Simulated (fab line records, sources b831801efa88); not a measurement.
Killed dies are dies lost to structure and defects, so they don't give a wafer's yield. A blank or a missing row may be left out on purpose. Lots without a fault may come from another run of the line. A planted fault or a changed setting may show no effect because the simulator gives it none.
Which tool did it? | flow sky130 | 11 lots, 33 wafers sampled, at 3 steps of a route of 708

WHAT THE GAUGES READ, wafer by wafer
SKY_CONTACT_CD_MEAS_14: target cd 170 nm.
lot  | measured     | on        | cd_nm (nm)
L114 | day 31 18:49 | cd_sem-02 | 169.9 169.1 169.5
L118 | day 33 01:38 | cd_sem-01 | 170.4 171.7 170.6
L117 | day 33 04:11 | cd_sem-02 | 170.3 171.1 170.8
L124 | day 35 00:04 | cd_sem-01 | 169.1 168.1 168.0
L125 | day 35 10:09 | cd_sem-02 | 167.4 166.8 170.0
L126 | day 35 14:10 | cd_sem-01 | 170.0 170.7 169.0
L131 | day 37 02:03 | cd_sem-01 | 171.2 170.4 169.5
L133 | day 37 18:19 | cd_sem-02 | 167.5 167.2 168.2
L135 | day 38 04:19 | cd_sem-02 | 169.7 170.9 170.2
L136 | day 38 06:23 | cd_sem-01 | 171.2 171.3 171.4
L137 | day 38 18:11 | cd_sem-01 | 172.9 173.4 172.9

SKY_METAL1_OVL_MEAS_16.
lot  | measured     | on         | METAL1_OVL (nm)
L114 | day 32 22:49 | overlay-01 | 13 5 15
L118 | day 34 05:52 | overlay-02 | -3 2 0
L117 | day 34 08:31 | overlay-02 | 7 9 0
L124 | day 36 04:00 | overlay-02 | -2 -4 -3
L125 | day 36 14:31 | overlay-01 | 9 14 9
L126 | day 36 18:08 | overlay-02 | -4 1 2
L131 | day 38 04:48 | overlay-01 | 12 9 5
L133 | day 38 21:26 | overlay-02 | -4 1 -7
L135 | day 39 07:07 | overlay-02 | 3 0 5
L136 | day 39 09:57 | overlay-02 | 5 -2 -2
L137 | day 39 19:57 | overlay-01 | -2 -5 -9

WHICH TOOL RAN EACH LOT (tool, then ch and the chambers of the sampled wafers, then the start)
lot  | SKY_METAL1_SPUTTER_04
L114 | pvd_sputter-01, day 31 20:27
L118 | pvd_sputter-01, day 33 03:14
L117 | pvd_sputter-03, day 33 05:47
L124 | pvd_sputter-01, day 35 01:38
L125 | pvd_sputter-01, day 35 11:44
L126 | pvd_sputter-03, day 35 15:49
L131 | pvd_sputter-04, day 37 03:40
L133 | pvd_sputter-01, day 37 19:56
L135 | pvd_sputter-01, day 38 05:56
L136 | pvd_sputter-04, day 38 07:58
L137 | pvd_sputter-04, day 38 19:47
- SKY_METAL1_SPUTTER_04: material TiN, target thk 70 nm, time 58.3 s.

WHAT THE TOOLS THEMSELVES READ (means of the sampled wafers that have a number; where no wafer has one, the mark that the record gives instead)
SKY_METAL1_SPUTTER_04.
lot  | tool           | throttle_valve_pct (%)
L114 | pvd_sputter-01 | 29.6
L118 | pvd_sputter-01 | 31.4
L117 | pvd_sputter-03 | 30.2
L124 | pvd_sputter-01 | 30.9
L125 | pvd_sputter-01 | 31.2
L126 | pvd_sputter-03 | 30.4
L131 | pvd_sputter-04 | 30.3
L133 | pvd_sputter-01 | 30.0
L135 | pvd_sputter-01 | 30.9
L136 | pvd_sputter-04 | 30.0
L137 | pvd_sputter-04 | 30.6

THE ANSWER, worked out from the rows above alone
Rule: what is usual is taken from the lots themselves. Put in order of their means at a reading, lots are off if they are a third of the lots or fewer, leave a main group of 4 or more, and stand apart from it by a gap of 3 or more times the standard deviation of the main group's means; of several such gaps the widest counts. A main group whose means are all the same, to the digits that the tables above print for the reading, isn't used. A lot without any number at a reading at which 4 lots or more have one is off too. The other lots that the step has rows for count as sound. The gauges are gone through in route order, then the tools' own readings, and for those a lot's mean is taken as printed above. The first step at which some lot is off is used, and at that step the reading that is off furthest; a lot without a number counts as furthest.
No lot is off at any reading shown: from this, nothing can be told.

WHAT THE SIMULATOR HAD PUT IN
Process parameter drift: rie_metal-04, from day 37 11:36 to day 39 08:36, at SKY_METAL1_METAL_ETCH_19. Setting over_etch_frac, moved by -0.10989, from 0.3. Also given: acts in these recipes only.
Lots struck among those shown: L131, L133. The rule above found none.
